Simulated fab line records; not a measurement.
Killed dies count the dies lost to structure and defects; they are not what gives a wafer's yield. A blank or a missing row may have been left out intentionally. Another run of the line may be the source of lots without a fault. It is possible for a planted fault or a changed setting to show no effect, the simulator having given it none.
A lot that was struck, set against a sound lot ; flow sfq_line ; 42 out of 325 route steps
Sound: these wafers, L372.2, L372.3, L372.4. Struck: wafer L383.6. (L383.1 of the same lot was not struck and is left out.) The cause comes at the end.
Order at every step that has rows: each side's tool, ch and its chambers, its first start. Under that, the readings that differ: sound wafers ; struck wafers ; difference of the means ; sigmas: that difference in standard deviations of wafers without a fault.
alike: a reading whose means differ by less than 2 such deviations, as well as words and numbers matching on both sides. not compared: withheld readings; readings where some wafer has no value; bounds like >300 that might hide an equal value; numbers whose values overlap and for which the record gives no deviation.
A row with sigmas, a row that says differs or no value, or rows on one side alone: a step with any of these is where the two part. Non-overlapping numbers with no deviation appear without sigmas and do not part them. A reading that every wafer of one side lacks parts them only if that side has two wafers or more.

first, 2 steps without rows for these wafers: SFQ_TRILAYER_M1_LITHO_PEB_042 (peb time 60 s); SFQ_TRILAYER_M1_LITHO_DEVELOP_041 (time 60 s).
SFQ_M1_OVL_MEAS_911:
  sound on overlay-02 at day 12 16:45; struck on overlay-02 at day 16 17:33
  alike: M1_OVL
SFQ_TRILAYER_M1_BARC_OPEN_METAL_ETCH_054: etches BARC in O2, target depth 125 nm, time 41.7 s.
  sound on rie_metal-02 ch 0,1, day 12 16:47; struck on rie_metal-01 ch 0, day 16 17:35
reading;sound;struck;difference;sigmas
drypump_motor_current_A (A);6.3 6.3 5.9;5.0;-1.2;-3
  alike: oes_product_au
  not compared: rf_hours_counter_h
SFQ_TRILAYER_M1_ETCH_METAL_ETCH_042: etches Nb in Cl2/Ar, stops on SiO2, target depth 240 nm, time 120 s.
  sound on rie_metal-02 ch 0,1, day 12 16:50; struck on rie_metal-01 ch 0, day 16 17:39
reading;sound;struck;difference;sigmas
drypump_motor_current_A (A);6.3 6.3 5.8;5.0;-1.1;-3
  alike: oes_product_au
  not compared: rf_hours_counter_h
then, 4 steps without rows for these wafers: SFQ_TRILAYER_M1_STRIP_STRIP_043 (strips in O2); SFQ_TRILAYER_M1_STRIP_SOLV_CLEAN_044 (cleans in NMP, time 600 s); SFQ_TRILAYER_I1_DEP_PECVD_045 (deposits SiO2 from SiH4/N2O, time 111.11 s, target thk 500 nm); SFQ_TRILAYER_I1_CMP_CMP_046 (polishes SiO2).
SFQ_I1_BOW_MEAS_912:
  sound on film_metro-02 at day 12 20:50; struck on film_metro-01 at day 16 23:37
  alike: I1_BOW
SFQ_TRILAYER_I1_METRO_MEASURE_047:
  sound on film_metro-02 at day 12 21:08; struck on film_metro-01 at day 17 00:44
  alike: thk_nm
then, 1 step without rows for these wafers: SFQ_TRILAYER_I1_VIA_LITHO_COAT_054 (resist thk 62 nm).
SFQ_TRILAYER_I1_VIA_LITHO_COAT_049: resist thk 650 nm.
  sound on litho_track-03 ch 0, day 12 22:29; struck on litho_track-03 ch 0, day 17 01:14
reading;sound;struck;difference;sigmas
model.KrF_of_TRILAYER_I1_VIA_LITHO_COAT_049.thk_nm (nm);652.5 648.6 651.1;783.8;+133.1;
  alike: spin_speed_rpm
then, 4 steps without rows for these wafers: SFQ_TRILAYER_I1_VIA_LITHO_SOFTBAKE_053; SFQ_TRILAYER_I1_VIA_LITHO_EXPOSE_050 (exposes mask I1, target cd 500 nm); SFQ_TRILAYER_I1_VIA_LITHO_PEB_052 (peb time 60 s); SFQ_TRILAYER_I1_VIA_LITHO_DEVELOP_051 (time 60 s).
-- the record jumps here: 5 days lie between the struck wafers' starts before and after --
SFQ_I1_OVL_MEAS_913:
  sound on overlay-02 at day 17 07:56; struck on overlay-01 at day 21 22:08
  alike: I1_OVL
SFQ_TRILAYER_I1_VIA_BARC_OPEN_VIA_ETCH_071: etches BARC in O2, target depth 125 nm, time 41.7 s.
  sound on rie_diel-04 ch 0,1,3, day 17 07:58; struck on rie_diel-02 ch 1, day 21 22:10
reading;sound;struck;difference;sigmas
model.I1.cd_nm (nm);495.3 496 494.9;493.2;-2.2;
  alike: drypump_motor_current_A, oes_product_au
  not compared: rf_hours_counter_h
SFQ_TRILAYER_I1_VIA_ETCH_VIA_ETCH_052: etches SiO2 in CHF3, stops on Nb, target depth 260 nm.
  sound on rie_diel-04 ch 0,1,3, day 17 08:01; struck on rie_diel-02 ch 1, day 21 22:13
reading;sound;struck;difference;sigmas
model.KrF_of_TRILAYER_I1_VIA_LITHO_COAT_049.thk_nm (nm);530.7 527.9 530;662.2;+132.7;
model.I1.cd_nm (nm);491.6 496.7 494;489.6;-4.5;
  alike: drypump_motor_current_A, oes_product_au
then, 4 steps without rows for these wafers: SFQ_TRILAYER_I1_VIA_STRIP_STRIP_053 (strips in O2); SFQ_TRILAYER_I1_VIA_STRIP_SOLV_CLEAN_054 (cleans in NMP, time 600 s); SFQ_TRILAYER_M2_DEP_PRE_CLEAN_056 (time 22.5 s); SFQ_TRILAYER_M2_DEP_SPUTTER_055 (material Nb, target thk 200 nm, time 133.3 s).
SFQ_M2_RS_MEAS_914: measures by four-point-probe.
  sound on film_metro-04 at day 17 09:02; struck on film_metro-02 at day 21 23:13
  alike: M2_NB_RS
then, 6 steps without rows for these wafers: SFQ_TRILAYER_M2_LITHO_COAT_062 (resist thk 62 nm); SFQ_TRILAYER_M2_LITHO_COAT_057 (resist thk 600 nm); SFQ_TRILAYER_M2_LITHO_SOFTBAKE_061; SFQ_TRILAYER_M2_LITHO_EXPOSE_058 (exposes mask M2, target cd 500 nm); SFQ_TRILAYER_M2_LITHO_PEB_060 (peb time 60 s); SFQ_TRILAYER_M2_LITHO_DEVELOP_059 (time 60 s).
-- the record jumps here: 6 days lie between the struck wafers' starts before and after --
SFQ_M2_OVL_MEAS_916:
  sound on overlay-01 at day 22 06:32; struck on overlay-01 at day 28 07:04
  alike: M2_OVL
SFQ_TRILAYER_M2_BARC_OPEN_METAL_ETCH_077: etches BARC in O2, target depth 125 nm, time 41.7 s.
  sound on rie_metal-01 ch 0,1, day 22 06:34; struck on rie_metal-03 ch 1, day 28 07:06
reading;sound;struck;difference;sigmas
drypump_motor_current_A (A);5.0 5.0 5.6;6.6;+1.4;+2
  alike: oes_product_au
  not compared: rf_hours_counter_h
then, 3 steps without rows for these wafers: SFQ_TRILAYER_M2_ETCH_METAL_ETCH_060 (etches Nb in Cl2/Ar, stops on SiO2, target depth 240 nm, time 120 s); SFQ_TRILAYER_M2_STRIP_STRIP_061 (strips in O2); SFQ_TRILAYER_M2_STRIP_SOLV_CLEAN_062 (cleans in NMP, time 600 s).
SFQ_TRILAYER_I2_DEP_PECVD_063: deposits SiO2 from SiH4/N2O, time 111.11 s, target thk 500 nm.
  sound on pecvd-04 ch 1,2, day 22 07:32; struck on pecvd-01 ch 0, day 28 08:04
  alike: heater_power_w, throttle_valve_pct
then, 1 step without rows for these wafers: SFQ_TRILAYER_I2_CMP_CMP_064 (polishes SiO2).
SFQ_I2_BOW_MEAS_917:
  sound on film_metro-03 at day 22 12:26; struck on film_metro-01 at day 29 01:28
  alike: I2_BOW
then, 2 steps without rows for these wafers: SFQ_TRILAYER_I2_METRO_MEASURE_065; SFQ_TRILAYER_I2_VIA_LITHO_COAT_072 (resist thk 62 nm).
-- the record jumps here: 50 days lie between the struck wafers' starts before and after --
SFQ_TRILAYER_I6_METRO_MEASURE_167:
  sound on film_metro-02 at day 72 13:16; struck on film_metro-02 at day 78 15:37
  alike: thk_nm

WHERE THEY PART
First at SFQ_TRILAYER_M1_BARC_OPEN_METAL_ETCH_054; last, within this record, at SFQ_TRILAYER_M2_BARC_OPEN_METAL_ETCH_077. Later steps at which nothing parts them and some readings are alike: SFQ_TRILAYER_I2_DEP_PECVD_063, SFQ_I2_BOW_MEAS_917, SFQ_TRILAYER_I6_METRO_MEASURE_167.

WHY: what had been put in by the simulator
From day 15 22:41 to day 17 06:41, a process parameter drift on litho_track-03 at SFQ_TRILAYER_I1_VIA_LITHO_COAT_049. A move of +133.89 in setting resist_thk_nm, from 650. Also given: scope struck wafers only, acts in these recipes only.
